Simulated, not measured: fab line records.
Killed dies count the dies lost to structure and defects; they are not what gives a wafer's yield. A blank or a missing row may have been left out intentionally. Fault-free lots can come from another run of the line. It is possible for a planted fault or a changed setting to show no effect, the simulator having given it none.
Problem report, 8D (eight disciplines) form, completed by code ; flow gf180mcu ; the parts of the form that need people (team, actions taken, sign-off) are left out

## 1. THE PROBLEM
At GF_V4_SOFTBAKE_10, run-length-s averages 103.88 s over 4 wafers from 2 lots, while fault-free wafers read 89.18 s, standard deviation 0.12. That is +99 or more standard deviations from the usual mean.
The step: time 60 s.
First seen on wafer L574.3, day 30 09:00, on litho-track-01. Wafers with a number at this step in the record: 18, from 6 lots. By rule, "out" or "out of limits" means more than 4 standard deviations away from the usual mean. The other wafers with a number count as sound.

## 2. WHAT IT IS, WHAT IT ISN'T
question;is;is not
which readings at this step;run-length-s;plate-temp-C
which lots;L574, L579;L557, L558, L562, L565
which wafers of those lots;L574.3, L574.5, L579.3, L579.5;L574.4, L579.6
read on which tools;litho-track-01;litho-track-02, litho-track-04
when;from day 30 09:00;"up to then (12 sound wafers); but 2 sound wafers of L574, L579 came after"

## 3. THE SUSPECTS, EACH WITH WHAT RULES IT OUT
Counting: if a tool at a process step up to the reading ran every lot that is out, it stays a suspect. Sound lots after the first of them don't rule it out here, since some wafers of a struck lot are sound.
- cmp-02 at GF_V4_CMP_04 (polishes SiO2): kept. It ran every lot that is out, first L574 (day 30 00:24).
- litho-track-01 at GF_V4_SOFTBAKE_10 (time 60 s): kept. Ran every lot that is out, first one L574 (day 30 09:00); last sound lot up to then L565 (day 26 20:00). Its own run-length-s readings are out on those wafers.
Remaining after the count are cmp-02 at GF_V4_CMP_04 and litho-track-01 at GF_V4_SOFTBAKE_10.

## 4. THE CAUSE (what the simulator had put in)
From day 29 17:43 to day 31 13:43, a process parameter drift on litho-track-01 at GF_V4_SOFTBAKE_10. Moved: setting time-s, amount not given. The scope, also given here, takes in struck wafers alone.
After counting, 2 suspects remain, this tool included.

## 5. THE CHAIN OF EFFECTS, in route order
One row per reading whose mean, taken over the struck wafers that have a number, lies over 3 standard deviations from the usual. Readings are gone through only where the record gives a usual standard deviation; hours: the median, over the lots, of the time from a lot's start at the first step in this table giving one to that lot's start at this step; sigmas: the change measured in usual standard deviations.
hours;step;reading;usual;on struck wafers;change;sigmas
0;GF_V4_SOFTBAKE_10;run-length-s;89.18 s;103.88;+14.70;+99 or more
The process steps in it:
- GF_V4_SOFTBAKE_10: time 60 s.
Later steps that measure or inspect, where all struck wafers having a row at the step show a number for every such reading and not one has moved that far: GF_V4_CD_MEAS_14, GF_V4_OVL_MEAS_15.

## 6. HOW IT WOULD HAVE BEEN CAUGHT EARLIER
In this record the first reading out of limits was taken at day 30 09:00, 15 hours after the fault began at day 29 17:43.
